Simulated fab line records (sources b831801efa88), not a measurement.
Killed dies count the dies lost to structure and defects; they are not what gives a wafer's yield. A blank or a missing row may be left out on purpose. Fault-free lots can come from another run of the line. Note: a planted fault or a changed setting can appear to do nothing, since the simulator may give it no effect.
Code-filled problem report in 8D (eight disciplines) form | flow gf180mcu | the parts of the form that need people (team, actions taken, sign-off) are left out

1. THE PROBLEM
Wafers without a fault read 0.859 a.u., standard deviation 0.0046; oes product au at GF_V5_ETCH_17 reads a mean of 0.909 a.u. on 4 wafers belonging to 2 lots. Relative to the usual mean, that is a shift of +11 standard deviations.
The step: etches SiO2 in C4F8/O2/Ar, stops on TiN, target depth 855 nm.
The step gives no start for some of these wafers. At this step, 39 wafers from 13 lots have a number in the record. By rule, "out" or "out of limits" means more than 4 standard deviations away from the usual mean. All remaining wafers that have a number are taken as sound.

2. WHAT IT IS; WHAT IT IS NOT
question                    | is                             | is not
which readings at this step | oes product au                 | chamber pressure mTorr
which lots                  | L398, L400                     | L390, L394, L402, L403, L404, L406, L408, L409, L410, L411, L412
which wafers of those lots  | L398.1, L398.5, L400.1, L400.3 | L398.2, L400.2
read on which tools         | rie diel-01, rie diel-04       | rie diel-03

3. WHAT RULES OUT EACH SUSPECT
Counting: a tool at a process step up to the reading stays a suspect if it ran every lot that is out. Sound lots after the first of them don't rule it out here, since some wafers of a struck lot are sound.
- cmp-02 at GF_V5_CMP_04 (polishes SiO2): kept. Ran every lot that is out, first one L398 (day 28 21:58); last sound lot up to then L390 (day 26 16:35).
- Within cmp-02 at GF_V5_CMP_04: the wafers that are out ran in chambers 1, 3; their sound lot-mates ran in chambers 0, 2.
Remaining after the count: cmp-02 at GF_V5_CMP_04.

4. THE CAUSE (what the simulator had put in)
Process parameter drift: cmp-02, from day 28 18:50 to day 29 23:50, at GF_V5_CMP_04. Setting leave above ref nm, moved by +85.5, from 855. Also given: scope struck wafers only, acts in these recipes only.
The count eliminated every tool but this one.

5. THE EFFECT CHAIN, in route order
One row per reading whose mean, taken over the struck wafers that have a number, lies over 3 standard deviations from the usual. Scope: only readings with a usual standard deviation given in the record; hours: median across lots of the time from each lot's start at the first step in this table that gives one to its start at this step; sigmas: change in usual standard deviations.
hours | step          | reading        | usual      | on struck wafers | change | sigmas
-     | GF_V5_ETCH_17 | oes product au | 0.859 a.u. | 0.909            | +0.050 | +11
Here are the process steps it includes:
- GF_V5_ETCH_17: etches SiO2 in C4F8/O2/Ar, stops on TiN, target depth 855 nm.

6. WHAT WOULD HAVE CAUGHT IT SOONER
No tool reading at GF_V5_CMP_04 that has a usual standard deviation in the record was out on any struck wafer, so an alarm limit of 4 standard deviations on those readings would not have fired.
